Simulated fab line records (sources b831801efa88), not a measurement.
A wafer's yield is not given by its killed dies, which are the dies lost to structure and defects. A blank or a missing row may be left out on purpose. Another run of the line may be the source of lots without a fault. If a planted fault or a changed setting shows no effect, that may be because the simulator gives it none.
Code-filled problem report in 8D (eight disciplines) form    flow sky130    the parts of the form that need people (team, actions taken, sign-off) are left out

== 1. WHAT WENT WRONG ==
Mean of spin-speed-rpm at SKY_METAL2_COAT_10: 2754.1 rpm across 6 wafers in 2 lots; on wafers with no fault it is 3000.0 rpm (standard deviation 2). That is -99 or more standard deviations from the usual mean.
The step: resist thk 447.1 nm.
Earliest sighting: wafer L381.1 on litho-track-02 at day 38 22:00. Wafers with a number at this step in the record: 36, from 12 lots. Rule for "out" (also "out of limits"): further than 4 standard deviations from the usual mean. All remaining wafers that have a number are taken as sound.

== 2. WHAT IT IS, AND WHAT IT ISN'T ==
question                     is                      is not
which readings at this step  spin-speed-rpm          -
which lots                   L381, L382              L369, L370, L371, L373, L375, L376, L385, L386, L388, L391
which wafers of those lots   all that have a number  -
read on which tools          litho-track-02          litho-track-01, litho-track-04
when                         from day 38 22:00       up to then (18 sound wafers); but 12 sound wafers of L385, L386, L388, L391 came after

== 3. THE SUSPECTS, EACH WITH WHAT RULES IT OUT ==
Counting: a tool at any process step up to the reading remains a suspect when it ran all the lots that are out and ran no sound lot after the first of those.
- litho-track-02 at SKY_METAL2_COAT_10 (resist thk 447.1 nm): kept. All lots that are out passed through it, beginning with L381 at day 38 22:00, and no sound lot followed; its final sound lot before that point was L376 at day 37 01:00. Its own spin-speed-rpm readings are out on those wafers.
Left after counting: litho-track-02 at SKY_METAL2_COAT_10.

== 4. THE CAUSE (what the simulator had put in) ==
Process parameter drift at SKY_METAL2_COAT_10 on litho-track-02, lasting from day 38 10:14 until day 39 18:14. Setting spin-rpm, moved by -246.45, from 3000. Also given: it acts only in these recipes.
Only this tool survived the counting.

== 5. THE CHAIN OF EFFECTS, in route order ==
One row per reading whose mean, taken over the struck wafers that have a number, lies over 3 standard deviations from the usual. Readings are gone through only where the record gives a usual standard deviation; hours: the median, over the lots, of the time from a lot's start at the first step in this table giving one to that lot's start at this step; sigmas: the change measured in usual standard deviations.
hours  step                 reading                   usual       on struck wafers  change  sigmas
0      SKY_METAL2_COAT_10   spin-speed-rpm            3000.0 rpm  2754.1            -245.9  -99 or more
13     SKY_METAL2_STRIP_20  strip-time-to-endpoint-s  2.62 s      2.91              +0.29   +4.3
Its process steps:
- SKY_METAL2_COAT_10: resist thk 447.1 nm.
- SKY_METAL2_STRIP_20: strips in O2/N2.
Later measuring or inspecting steps at which every struck wafer that the step has a row for has a number for every such reading, and none has moved that far: SKY_METAL2_OVL_MEAS_16.

== 6. WHAT WOULD HAVE CAUGHT IT SOONER ==
First out-of-limits reading in this record: day 38 22:00, which is 12 hours after fault onset at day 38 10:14.
